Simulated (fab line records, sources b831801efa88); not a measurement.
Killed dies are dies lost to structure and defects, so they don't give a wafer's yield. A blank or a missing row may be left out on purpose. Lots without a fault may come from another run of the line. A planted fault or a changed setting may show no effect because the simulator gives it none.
fab line records | flow sky130
record lots=11 wafers=33 last_day=50
route steps=708 shown VIA2@531 METAL3@534 PAD_OPEN@708
lots that met no fault: from a run of the same line without faults
start_h: hours from the record's first day to the start of the lot's first wafer shown | wait_h: hours since the lot's step before | " the same as in the row above | L1.1+2: a row that stands for several wafers | - no value, or no start given | * or withheld: withheld | < > ~ a bound
route shown NAME@n: a module of which the file shows steps, and the number in the route of the first | usual: mean/standard deviation of fault-free wafers | same: alike in all rows | chamber/n: place in a boat | sites: the reading at each site | _std_site: their standard deviation | _edge_site: outer sites' mean less inner sites' | radius_mm: how far each site lies from the wafer's centre | mask NAME#n: copy n | behind: the tool/chamber that last shaped the wafer | hold: why the lot was held/for how many hours/how that ended | device: the transistor (n, p or np) that didn't switch | end of line: the same wafers' tests at the end of the route | a step without rows: its recipe alone | killed: dies lost to structure and defects at the first sort, not the wafer's yield | map: a wafer's dies, x killed, . not, _ none there
set.NAME: the setting as run; set.NAME@STEP: as run at that earlier step | model.NAME: the simulator's own value behind a step, which no gauge read
steps of the route over a sample of lots; a table a step, a row a wafer
services: from which hour (start_h, from the record's first day; less than 0 if before it) a tool's chamber was out of use, for how many hours, and why
## steps
# step SKY_VIA2_CMP_24
# recipe stop_on=SiO2 t_overpolish_s=20 down_force_psi=3.5 platen_rpm=60 target_thk_nm=0 pad_velocity_m_s=0.94248
# usual motor_current_A=11.0/1.1 overpolish_run_s=20.000/0.0084 retaining_ring_pressure_frac=1.001/0.0059 time_to_endpoint_s=104/3.9
# same t_overpolish_s=20
# columns lot.wafer tool chamber start_h wait_h motor_current_A overpolish_run_s retaining_ring_pressure_frac time_to_endpoint_s
L297.1 cmp-01 0 856.56 0.1 10.8 20.008 0.994 106
L297.2 " 1 " " 11.8 19.996 0.995 107
L297.5 " 3 " " 10.1 20.004 1.004 105
L300.1 cmp-01 1 880.08 0.2 11.7 19.998 1.002 105
L300.6 " 2 " " 11.3 19.997 0.993 101
L300.5 " 3 " " 10.6 19.998 0.998 108
L301.1 cmp-01 1 889.03 0.1 10.9 19.999 1.002 105
L301.2 " 2 " " 11.7 19.999 1.004 100
L301.3 " 3 " " 10.3 19.997 1.001 99
L302.3 cmp-02 1 902.96 0.0 8.8 20.012 0.997 108
L302.4 " 2 " " 10.1 20.009 0.994 104
L302.5 " 1 " " 9.4 20.008 0.999 110
L306.2 cmp-02 3 949.79 0.1 12.2 19.989 1.004 108
L306.1 " 0 " " 12.8 19.996 1.002 98
L306.5 " 1 " " 8.8 19.995 0.997 103
L305.1 cmp-02 1 950.61 0.1 9.5 20.005 0.992 104
L305.4 " 3 " " 12.4 19.998 1.005 106
L305.5 " 1 " " 8.9 20.001 0.996 102
L307.4 cmp-01 1 953.33 0.1 11.7 19.998 1.016 106
L307.1 " 3 " " 10.8 20.001 1.011 112
L307.5 " 1 " " 12.0 20.002 1.006 105
L314.2 cmp-01 3 979.02 0.0 10.7 20.001 1.006 109
L314.3 " 2 " " 11.2 20.000 1.008 99
L314.5 " 0 " " 10.9 19.999 0.995 106
L313.1 cmp-02 1 981.22 0.1 9.1 20.004 1.002 111
L313.5 " 1 " " 9.6 20.003 1.005 108
L313.6 " 2 " " 9.5 19.993 0.995 100
L316.4 cmp-01 2 991.27 0.1 11.5 19.990 0.998 103
L316.2 " 0 " " 11.0 19.994 0.995 111
L316.6 " 1 " " 11.6 19.997 0.992 110
L319.1 cmp-02 1 1027.80 0.1 8.5 19.996 0.997 107
L319.4 " 2 " " 10.2 19.982 0.999 109
L319.3 " 3 " " 12.4 20.007 1.013 108
# step SKY_METAL3_SPUTTER_02
# recipe material=AlCu target_thk_nm=735 power_w=10600 time_s=39.1 chamber_pressure_pa=0.4
# usual throttle_valve_pct=30.1/1
# columns lot.wafer tool chamber start_h wait_h throttle_valve_pct
L297.1 pvd_sputter-03 - 856.80 0.0 31.4
L297.2 " - " " 31.0
L297.5 " - " " 29.4
L300.1 pvd_sputter-01 - 880.28 0.0 29.8
L300.5 " - " " 32.1
L300.6 " - " " 28.2
L301.1 pvd_sputter-02 - 889.38 0.0 28.8
L301.2 " - " " 30.3
L301.3 " - " " 30.4
L302.3 pvd_sputter-02 - 903.31 0.0 29.0
L302.4 " - " " 30.3
L302.5 " - " " 28.6
L306.1 pvd_sputter-03 - 950.03 0.0 31.3
L306.2 " - " " 30.9
L306.5 " - " " 30.1
L305.1 pvd_sputter-03 - 950.91 0.0 29.4
L305.4 " - " " 31.3
L305.5 " - " " 30.7
L307.1 pvd_sputter-03 - 953.63 0.0 29.1
L307.4 " - " " 30.5
L307.5 " - " " 30.2
L314.2 pvd_sputter-03 - 979.37 0.0 31.7
L314.3 " - " " 30.6
L314.5 " - " " 30.1
L313.1 pvd_sputter-02 - 981.57 0.0 30.2
L313.5 " - " " 28.5
L313.6 " - " " 30.2
L316.2 pvd_sputter-03 - 991.56 0.0 31.4
L316.4 " - " " 30.2
L316.6 " - " " 31.5
L319.1 pvd_sputter-03 - 1028.10 0.0 30.0
L319.3 " - " " 30.7
L319.4 " - " " 29.5
# step SKY_METAL3_COAT_07
# recipe resist=BARC temp_c=withheld time_s=withheld spin_rpm=3000 resist_thk_nm=60
# usual chill_plate_temp_C=* spin_speed_rpm=3000.1/1.9
# columns lot.wafer tool chamber start_h wait_h chill_plate_temp_C spin_speed_rpm
L297.1 litho_track-02 0 896.94 0.1 * 3002.3
L297.2 " 0 " " * 3003.2
L297.5 " 0 " " * 2999.7
L300.1 litho_track-02 0 917.89 0.1 * 3000.2
L300.5 " 0 " " * 2999.7
L300.6 " 0 " " * 2999.7
L301.1 litho_track-01 0 927.96 0.1 * 2999.3
L301.2 " 0 " " * 2997.0
L301.3 " 0 " " * 2996.9
L302.3 litho_track-03 0 940.97 0.1 * 2998.6
L302.4 " 0 " " * 3000.8
L302.5 " 0 " " * 2999.0
L306.1 litho_track-03 0 985.12 0.1 * 2996.6
L306.2 " 0 " " * 3000.3
L306.5 " 0 " " * 2999.2
L305.1 litho_track-02 0 985.79 0.1 * 2110.8
L305.4 " 0 " " * 2109.8
L305.5 " 0 " " * 2108.8
L307.1 litho_track-02 0 988.89 0.1 * 2105.6
L307.4 " 0 " " * 2105.9
L307.5 " 0 " " * 2109.0
L314.2 litho_track-01 0 1014.39 0.1 * 2999.7
L314.3 " 0 " " * 3000.2
L314.5 " 0 " " * 2999.9
L313.1 litho_track-03 0 1017.02 0.1 * 2999.2
L313.5 " 0 " " * 2999.3
L313.6 " 0 " " * 2999.3
L316.2 litho_track-01 0 1027.74 0.1 * 2999.2
L316.4 " 0 " " * 3001.8
L316.6 " 0 " " * 3003.7
L319.1 litho_track-03 0 1060.37 0.1 * 3000.0
L319.3 " 0 " " * 3003.4
L319.4 " 0 " " * 3004.1
# step SKY_METAL3_OVL_MEAS_14
# usual METAL3_OVL=-2/5
# columns lot.wafer tool chamber start_h wait_h METAL3_OVL[nm]
L297.1 overlay-02 - 908.76 0.1 -11
L297.2 " - " " -10
L297.5 " - " " -1
L300.1 overlay-02 - 931.33 0.1 -4
L300.5 " - " " 2
L300.6 " - " " 0
L301.1 overlay-02 - 940.39 0.1 6
L301.2 " - " " 4
L301.3 " - " " 4
L302.3 overlay-01 - 954.50 0.1 -1
L302.4 " - " " 4
L302.5 " - " " 1
L306.1 overlay-01 - 997.98 0.1 -8
L306.2 " - " " -1
L306.5 " - " " -7
L305.1 overlay-02 - 998.49 0.1 -13
L305.4 " - " " -4
L305.5 " - " " -12
L307.1 overlay-01 - 1001.83 0.1 10
L307.4 " - " " 5
L307.5 " - " " 9
L314.2 overlay-02 - 1027.31 0.1 -3
L314.3 " - " " 2
L314.5 " - " " 2
L313.1 overlay-01 - 1030.36 0.1 -3
L313.5 " - " " 0
L313.6 " - " " -1
L316.2 overlay-01 - 1038.91 0.1 5
L316.4 " - " " -3
L316.6 " - " " 1
L319.1 overlay-02 - 1071.91 0.1 5
L319.3 " - " " 1
L319.4 " - " " 1
# step SKY_METAL3_ETCH_16
# recipe chemistry=N2/H2 target=BARC ion_energy_ev=200 bias_w=100 pressure_mtorr=30 n2_flow_sccm=100 h2_flow_sccm=200 icp_w=500 stop_on=SiO2 time_s=88.2 target_depth_a=600
# usual bias_w=100.0/0.3 drypump_motor_current_A=6.1/0.48 oes_product_au=0.625/0.0043 throttle_valve_pct=13.204/0.0088
# columns lot.wafer tool chamber start_h wait_h bias_w drypump_motor_current_A oes_product_au rf_hours_counter_h throttle_valve_pct
L297.1 rie_metal-01 1 908.82 0.0 100.1 6.4 0.622 12 13.200
L297.2 " 0 " " 99.9 6.2 0.623 16 13.197
L297.5 " 1 " " 100.2 6.4 0.621 - 13.197
L300.1 rie_metal-01 1 931.40 0.0 100.3 6.4 0.628 13 13.202
L300.5 " 0 " " 100.1 6.2 0.621 - 13.206
L300.6 " 1 " " 100.2 6.4 0.623 - 13.203
L301.1 rie_metal-01 0 940.46 0.0 100.0 6.2 0.626 17 13.206
L301.2 " 1 " " 100.2 6.4 0.623 14 13.207
L301.3 " 1 " " 99.7 6.4 0.629 - 13.221
L302.3 rie_metal-01 1 954.59 0.0 100.3 6.4 0.625 - 13.220
L302.4 " 0 " " 100.5 6.2 0.622 - 13.205
L302.5 " 0 " " 99.9 6.2 0.620 - 13.204
L306.1 rie_metal-01 1 998.05 0.0 100.0 6.4 0.623 16 13.196
L306.2 " 0 " " 100.2 6.3 0.622 19 13.183
L306.5 " 0 " " 100.0 6.2 0.637 - 13.188
L305.1 rie_metal-03 1 998.56 0.0 100.2 5.3 0.670 19 13.204
L305.4 " 1 " " 100.7 5.3 0.674 - 13.196
L305.5 " 1 " " 100.4 5.3 0.679 - 13.205
L307.1 rie_metal-03 1 1001.90 0.0 100.1 5.3 0.676 20 13.214
L307.4 " 1 " " 100.3 5.3 0.680 - 13.211
L307.5 " 1 " " 100.0 5.3 0.679 - 13.219
L314.2 rie_metal-04 0 1027.37 0.0 99.7 5.8 0.630 20 13.190
L314.3 " 1 " " 100.3 5.1 0.635 - 13.198
L314.5 " 0 " " 99.9 5.7 0.627 - 13.204
L313.1 rie_metal-01 1 1030.42 0.0 100.1 6.4 0.620 18 13.213
L313.5 " 1 " " 100.2 6.4 0.626 - 13.211
L313.6 " 0 " " 99.8 6.2 0.630 - 13.207
L316.2 rie_metal-01 0 1038.97 0.0 100.1 6.2 0.627 22 13.187
L316.4 " 0 " " 100.2 6.2 0.618 - 13.205
L316.6 " 1 " " 99.9 6.4 0.622 - 13.201
L319.1 rie_metal-01 0 1072.01 0.1 99.8 6.3 0.620 24 13.194
L319.3 " 0 " " 99.9 6.3 0.627 - 13.199
L319.4 " 0 " " 100.0 6.3 0.626 - 13.206
# step SKY_PAD_OPEN_PROBE_99
# usual defect_limited_yield=82.5/1.8 killed_at_M0_to_M3=43/6.5 killed_at_M4_up=3/1.7 killed_at_contacts=25/5.1 killed_at_front_end=15/3.8 killed_at_other=0.2/0.45 killed_dies=86/8.8 killed_on_rim=17/4 killed_open=47/6.7 killed_short=39/6 sort_bin_3_pad_short=0.9/0.46 sort_bin_5_function=10.2/1.4 sort_bin_6_memory=6.4/1 sort_n_pass=406/8.8 sort_yield_pct=82.5/1.8
# same gross_dies=492 killed_at_back_side=0 sort_bin_4_leakage[%]=0 sort_bin_8_speed[%]=0
# columns lot.wafer tool chamber start_h wait_h defect_limited_yield[%] killed_at_M0_to_M3 killed_at_M4_up killed_at_contacts killed_at_front_end killed_at_other killed_dies killed_on_rim killed_open killed_short sort_bin_3_pad_short[%] sort_bin_5_function[%] sort_bin_6_memory[%] sort_n_pass sort_yield_pct[%]
L297.1 prober-01 - 1082.93 0.1 84.6 39 1 24 12 0 76 17 44 32 0.4 10.2 4.9 416 84.6
L297.2 prober-01 - 1082.98 0.1 81.7 45 0 26 19 0 90 20 45 45 0.8 11.8 5.7 402 81.7
L297.5 prober-01 - 1083.13 0.2 83.7 46 1 24 9 0 80 16 51 29 0.4 10.4 5.5 412 83.7
L300.1 prober-02 - 1102.87 0.1 85.4 45 2 12 13 0 72 20 41 31 0.2 9.6 4.9 420 85.4
L300.5 prober-02 - 1103.07 0.2 81.5 47 4 29 11 0 91 19 50 41 1.4 8.9 8.1 401 81.5
L300.6 prober-02 - 1103.12 0.2 82.3 48 2 26 11 0 87 17 44 43 0.2 10.6 6.9 405 82.3
L301.1 prober-01 - 1108.72 0.1 82.5 43 0 22 21 0 86 16 51 35 1.2 10.0 6.3 406 82.5
L301.2 prober-01 - 1108.77 0.1 80.5 57 3 21 14 1 96 19 51 45 1.0 9.8 8.7 396 80.5
L301.3 prober-01 - 1108.82 0.2 81.3 34 3 32 23 0 92 20 47 45 1.2 11.2 6.3 400 81.3
L302.3 prober-02 - 1118.47 0.2 79.5 49 2 36 14 0 101 22 55 46 1.8 12.0 6.7 391 79.5
L302.4 prober-02 - 1118.52 0.2 80.9 46 6 27 14 1 94 17 52 42 1.4 11.4 6.3 398 80.9
L302.5 prober-02 - 1118.57 0.2 82.9 42 0 30 12 0 84 16 46 38 0.4 10.4 6.3 408 82.9
L306.1 prober-01 - 1154.99 0.1 80.3 48 3 29 17 0 97 29 62 35 0.6 13.2 5.9 395 80.3
L306.2 prober-01 - 1155.04 0.1 81.3 34 6 33 18 1 92 17 52 40 0.8 11.6 6.3 400 81.3
L306.5 prober-01 - 1155.19 0.2 82.5 46 3 22 15 0 86 23 41 45 1.8 8.9 6.7 406 82.5
L305.1 prober-02 - 1155.16 0.1 81.1 40 3 37 13 0 93 18 53 40 0.8 11.8 6.3 399 81.1
L305.4 prober-02 - 1155.31 0.2 82.9 42 1 25 16 0 84 22 54 30 0.2 10.6 6.3 408 82.9
L305.5 prober-02 - 1155.36 0.2 81.3 45 5 23 18 1 92 11 48 44 0.8 10.6 7.3 400 81.3
L307.1 prober-01 - 1159.34 0.1 83.9 39 3 17 20 0 79 13 42 37 0.6 8.1 7.3 413 83.9
L307.4 prober-01 - 1159.49 0.2 85.4 33 2 26 11 0 72 11 43 29 0.4 7.9 6.3 420 85.4
L307.5 prober-01 - 1159.54 0.2 86.4 33 2 21 11 0 67 12 36 31 0.6 7.5 5.5 425 86.4
L314.2 prober-01 - 1177.12 0.1 83.5 43 1 23 14 0 81 19 53 28 0.8 8.1 7.5 411 83.5
L314.3 prober-01 - 1177.17 0.2 83.3 35 2 30 15 0 82 16 43 39 1.2 8.9 6.5 410 83.3
L314.5 prober-01 - 1177.27 0.2 82.5 41 5 23 17 0 86 22 49 37 1.2 10.4 5.9 406 82.5
L313.1 prober-02 - 1182.03 0.1 82.3 45 5 24 13 0 87 16 54 33 0.4 11.4 5.9 405 82.3
L313.5 prober-02 - 1182.23 0.2 83.1 36 4 23 20 0 83 16 44 39 0.8 10.0 6.1 409 83.1
L313.6 prober-02 - 1182.28 0.2 80.9 47 6 27 14 0 94 25 61 33 0.2 12.0 6.9 398 80.9
L316.2 prober-02 - 1186.31 0.1 81.3 49 7 24 11 1 92 26 56 36 0.4 12.0 6.3 400 81.3
L316.4 prober-02 - 1186.41 0.2 81.7 49 5 21 14 1 90 19 56 34 1.0 10.4 6.9 402 81.7
L316.6 prober-02 - 1186.51 0.2 82.9 44 4 28 8 0 84 16 38 46 1.2 8.7 7.1 408 82.9
L319.1 prober-01 - 1208.22 0.1 81.9 43 6 24 16 0 89 11 50 39 1.0 9.3 7.7 403 81.9
L319.3 prober-01 - 1208.32 0.2 84.8 37 4 16 18 0 75 11 43 32 0.8 8.3 6.1 417 84.8
L319.4 prober-01 - 1208.37 0.2 82.7 44 2 27 12 0 85 13 52 33 0.4 10.2 6.7 407 82.7
# killed by level:class
L297.1 VIA1:geometric_particle:open=13 CONTACT:geometric_particle:open=7 LI_CONTACT:geometric_particle:open=5 LI_CONTACT:geometric_particle:short=5 LOCAL_INTERCONNECT:geometric_particle:short=5 METAL1:geometric_particle:short=5 VIA3:geometric_particle:open=5 FIELD_ISO:geometric_particle:short=4
L297.2 CONTACT:geometric_particle:open=11 VIA1:geometric_particle:open=9 METAL1:geometric_particle:short=8 POLY_GATE:geometric_particle:short=7 LOCAL_INTERCONNECT:geometric_particle:short=7 VIA1:geometric_particle:short=6 VIA3:geometric_particle:open=6 VIA2:geometric_particle:open=6
L297.5 VIA1:geometric_particle:open=13 VIA3:geometric_particle:open=10 LOCAL_INTERCONNECT:geometric_particle:short=9 CONTACT:geometric_particle:open=8 VIA2:geometric_particle:open=6 LI_CONTACT:geometric_particle:open=6 VIA1:geometric_particle:short=4 METAL3:geometric_particle:short=3
L300.1 VIA2:geometric_particle:open=11 VIA1:geometric_particle:open=9 FIELD_ISO:geometric_particle:open=6 CONTACT:geometric_particle:open=6 METAL1:geometric_particle:short=6 POLY_GATE:geometric_particle:short=5 VIA3:geometric_particle:open=4 CONTACT:geometric_particle:short=4
L300.5 VIA1:geometric_particle:open=14 CONTACT:geometric_particle:open=10 LI_CONTACT:geometric_particle:open=9 METAL2:geometric_particle:short=6 VIA2:geometric_particle:open=4 CONTACT:geometric_particle:short=4 VIA1:geometric_particle:short=4 VIA2:geometric_particle:short=4
L300.6 CONTACT:geometric_particle:open=12 VIA1:geometric_particle:open=11 METAL1:geometric_particle:short=7 VIA3:geometric_particle:short=7 VIA1:geometric_particle:short=6 LI_CONTACT:geometric_particle:open=4 CONTACT:geometric_particle:short=4 METAL3:geometric_particle:short=4
L301.1 VIA1:geometric_particle:open=14 VIA3:geometric_particle:open=8 LI_CONTACT:geometric_particle:open=7 CONTACT:geometric_particle:open=7 VIA1:geometric_particle:short=6 FIELD_ISO:geometric_particle:open=5 LI_CONTACT:geometric_particle:short=4 METAL1:geometric_particle:short=4
L301.2 VIA1:geometric_particle:open=14 METAL1:geometric_particle:short=8 VIA2:geometric_particle:open=7 POLY_GATE:geometric_particle:open=5 LI_CONTACT:geometric_particle:short=5 METAL1:geometric_particle:open=5 VIA1:geometric_particle:short=5 METAL2:geometric_particle:short=5
L301.3 CONTACT:geometric_particle:open=9 VIA1:geometric_particle:open=9 LI_CONTACT:geometric_particle:open=7 CONTACT:geometric_particle:short=7 LOCAL_INTERCONNECT:geometric_particle:short=6 VIA1:geometric_particle:short=5 VIA2:geometric_particle:open=5 FIELD_ISO:geometric_particle:short=4
L302.3 VIA1:geometric_particle:open=15 CONTACT:geometric_particle:open=14 CONTACT:geometric_particle:short=8 LI_CONTACT:geometric_particle:open=7 POLY_GATE:geometric_particle:short=6 VIA2:geometric_particle:open=6 METAL2:geometric_particle:short=5 METAL1:geometric_particle:short=5
L302.4 VIA1:geometric_particle:open=14 LI_CONTACT:geometric_particle:open=11 CONTACT:geometric_particle:short=6 METAL2:geometric_particle:short=6 LOCAL_INTERCONNECT:geometric_particle:short=5 CONTACT:geometric_particle:open=5 VIA2:geometric_particle:short=5 VIA2:geometric_particle:open=5
L302.5 VIA1:geometric_particle:open=13 CONTACT:geometric_particle:open=12 METAL2:geometric_particle:short=7 VIA2:geometric_particle:short=6 CONTACT:geometric_particle:short=5 VIA3:geometric_particle:open=5 VIA3:geometric_particle:short=5 LOCAL_INTERCONNECT:geometric_particle:short=4
L306.1 CONTACT:geometric_particle:open=11 LI_CONTACT:geometric_particle:open=8 METAL1:geometric_particle:short=8 VIA1:geometric_particle:open=8 VIA3:geometric_particle:open=8 POLY_GATE:geometric_particle:open=7 VIA1:geometric_particle:short=6 METAL2:geometric_particle:short=5
L306.2 LI_CONTACT:geometric_particle:open=12 POLY_GATE:geometric_particle:open=6 VIA1:geometric_particle:open=6 CONTACT:geometric_particle:short=6 CONTACT:geometric_particle:open=6 METAL4:geometric_particle:short=5 VIA2:geometric_particle:open=5 VIA1:geometric_particle:short=5
L305.1 LI_CONTACT:geometric_particle:open=11 CONTACT:geometric_particle:open=10 VIA1:geometric_particle:open=10 VIA3:geometric_particle:open=8 LI_CONTACT:geometric_particle:short=6 VIA2:geometric_particle:open=6 METAL1:geometric_particle:short=6 LOCAL_INTERCONNECT:geometric_particle:short=5
L306.5 VIA1:geometric_particle:open=11 VIA2:geometric_particle:short=8 FIELD_ISO:geometric_particle:short=7 CONTACT:geometric_particle:open=7 VIA1:geometric_particle:short=6 LI_CONTACT:geometric_particle:open=5 VIA2:geometric_particle:open=5 LOCAL_INTERCONNECT:geometric_particle:short=4
L305.4 VIA1:geometric_particle:open=14 VIA2:geometric_particle:open=8 CONTACT:geometric_particle:open=7 VIA3:geometric_particle:open=6 FIELD_ISO:geometric_particle:open=5 LI_CONTACT:geometric_particle:open=5 POLY_GATE:geometric_particle:short=4 LOCAL_INTERCONNECT:geometric_particle:open=4
L305.5 CONTACT:geometric_particle:open=10 METAL1:geometric_particle:short=8 METAL2:geometric_particle:short=8 VIA3:geometric_particle:open=7 LI_CONTACT:geometric_particle:open=6 VIA1:geometric_particle:open=6 VIA2:geometric_particle:open=5 SPACER:geometric_particle:short=5
L307.1 CONTACT:geometric_particle:open=7 VIA1:geometric_particle:short=6 VIA1:geometric_particle:open=6 METAL2:geometric_particle:short=6 VIA3:geometric_particle:open=6 FIELD_ISO:geometric_particle:open=5 POLY_GATE:geometric_particle:short=5 POLY_GATE:geometric_particle:open=5
L307.4 VIA1:geometric_particle:open=10 LI_CONTACT:geometric_particle:open=8 CONTACT:geometric_particle:open=8 LOCAL_INTERCONNECT:geometric_particle:short=5 VIA3:geometric_particle:open=5 FIELD_ISO:geometric_particle:open=4 LI_CONTACT:geometric_particle:short=4 METAL1:geometric_particle:short=4
L307.5 CONTACT:geometric_particle:open=9 VIA1:geometric_particle:open=8 METAL1:geometric_particle:short=6 POLY_GATE:geometric_particle:open=4 LOCAL_INTERCONNECT:geometric_particle:short=4 CONTACT:geometric_particle:short=4 METAL1:geometric_particle:open=4 VIA2:geometric_particle:open=4
L314.2 CONTACT:geometric_particle:open=10 VIA1:geometric_particle:open=9 VIA3:geometric_particle:open=7 POLY_GATE:geometric_particle:open=6 VIA2:geometric_particle:open=6 METAL1:geometric_particle:open=5 LI_CONTACT:geometric_particle:open=4 LOCAL_INTERCONNECT:geometric_particle:short=4
L314.3 CONTACT:geometric_particle:open=12 VIA1:geometric_particle:open=9 LI_CONTACT:geometric_particle:open=8 POLY_GATE:geometric_particle:short=5 METAL1:geometric_particle:short=5 VIA2:geometric_particle:open=5 LI_CONTACT:geometric_particle:short=4 METAL2:geometric_particle:short=4
L314.5 CONTACT:geometric_particle:open=10 VIA1:geometric_particle:open=10 LI_CONTACT:geometric_particle:open=8 METAL2:geometric_particle:short=7 POLY_GATE:geometric_particle:open=7 METAL1:geometric_particle:short=5 VIA1:geometric_particle:short=5 VIA3:geometric_particle:short=5
L313.1 VIA1:geometric_particle:open=13 LI_CONTACT:geometric_particle:open=9 CONTACT:geometric_particle:open=8 VIA3:geometric_particle:open=6 POLY_GATE:geometric_particle:short=5 VIA2:geometric_particle:open=5 LI_CONTACT:geometric_particle:short=4 METAL1:geometric_particle:short=4
L313.5 CONTACT:geometric_particle:open=8 LI_CONTACT:geometric_particle:open=8 METAL1:geometric_particle:short=8 FIELD_ISO:geometric_particle:open=6 POLY_GATE:geometric_particle:open=5 LOCAL_INTERCONNECT:geometric_particle:short=5 VIA3:geometric_particle:open=5 VIA1:geometric_particle:open=5
L313.6 CONTACT:geometric_particle:open=15 VIA3:geometric_particle:open=12 VIA1:geometric_particle:open=10 METAL2:geometric_particle:short=7 LI_CONTACT:geometric_particle:open=6 METAL4:geometric_particle:short=6 FIELD_ISO:geometric_particle:open=5 VIA2:geometric_particle:open=5
L316.2 VIA1:geometric_particle:open=18 CONTACT:geometric_particle:open=10 LI_CONTACT:geometric_particle:open=6 METAL4:geometric_particle:short=6 LI_CONTACT:geometric_particle:short=5 VIA2:geometric_particle:open=5 VIA2:geometric_particle:short=5 VIA3:geometric_particle:open=4
L316.4 VIA1:geometric_particle:open=16 CONTACT:geometric_particle:open=9 POLY_GATE:geometric_particle:open=7 METAL2:geometric_particle:short=6 METAL1:geometric_particle:short=6 LI_CONTACT:geometric_particle:open=6 VIA2:geometric_particle:open=6 VIA3:geometric_particle:open=6
L316.6 VIA1:geometric_particle:open=11 CONTACT:geometric_particle:open=9 VIA2:geometric_particle:open=7 CONTACT:geometric_particle:short=7 VIA1:geometric_particle:short=7 LOCAL_INTERCONNECT:geometric_particle:short=5 METAL1:geometric_particle:short=5 LI_CONTACT:geometric_particle:short=4
L319.1 VIA2:geometric_particle:open=11 VIA1:geometric_particle:open=10 CONTACT:geometric_particle:open=7 LI_CONTACT:geometric_particle:open=5 LOCAL_INTERCONNECT:geometric_particle:short=5 VIA3:geometric_particle:open=5 FIELD_ISO:geometric_particle:open=4 CONTACT:geometric_particle:short=4
L319.3 FIELD_ISO:geometric_particle:short=10 VIA1:geometric_particle:open=10 CONTACT:geometric_particle:open=7 VIA3:geometric_particle:open=6 FIELD_ISO:geometric_particle:open=5 CONTACT:geometric_particle:short=4 VIA2:geometric_particle:open=4 LOCAL_INTERCONNECT:geometric_particle:short=3
L319.4 VIA1:geometric_particle:open=14 CONTACT:geometric_particle:open=11 CONTACT:geometric_particle:short=6 VIA3:geometric_particle:open=6 POLY_GATE:geometric_particle:open=5 LI_CONTACT:geometric_particle:open=5 METAL2:geometric_particle:short=5 POLY_GATE:geometric_particle:short=4
## services
# columns tool chamber start_h hours kind
rie_metal-03 - 843.83 0.2 repair
pvd_sputter-01 - 856.58 1.7 repair
cmp-02 - 868.03 1.3 repair
cmp-01 - 869.91 0.9 repair
pvd_sputter-03 - 884.55 2.8 repair
pvd_sputter-01 - 897.77 110.0 repair
rie_metal-03 0 901.08 28.6 repair
cmp-02 - 912.00 4.0 pm
cmp-02 - 919.46 5.2 repair
pvd_sputter-03 - 920.64 3.4 repair
pvd_sputter-03 - 933.30 1.5 repair
rie_metal-03 - 978.89 16.6 repair
cmp-01 - 981.87 5.2 pm
rie_metal-04 1 998.52 13.1 repair
pvd_sputter-02 - 1011.12 0.8 repair
cmp-02 - 1012.63 4.0 repair
cmp-01 - 1015.11 1.5 repair
rie_metal-04 - 1025.57 1.0 repair
cmp-01 - 1030.60 0.5 repair
rie_metal-04 - 1035.37 1.1 repair
rie_metal-04 - 1037.63 4.3 pm
cmp-01 - 1046.85 1.7 repair
rie_metal-04 - 1057.26 10.7 repair
rie_metal-01 1 1065.05 7.0 repair
## key
first_sign step=SKY_METAL3_COAT_07 reading=spin_speed_rpm direction=down sigmas=99+ usual=3000.1 struck=2108.3
effect step=SKY_METAL3_ETCH_16 reading=oes_product_au direction=up sigmas=12 usual=0.625 struck=0.676
met_at SKY_METAL3_COAT_07
struck_lots L305,L307
not_acting_at SKY_VIA2_CMP_24,SKY_METAL3_SPUTTER_02,SKY_METAL3_OVL_MEAS_14
onset_between 917.89 985.79
fault kind=process_parameter_drift tool=litho_track-02 chamber=- onset_h=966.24 steps=SKY_METAL3_COAT_07 channel=spin_rpm offset=-891.51 shape=step end_h=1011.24 acts_in=these_recipes_only stated=3000
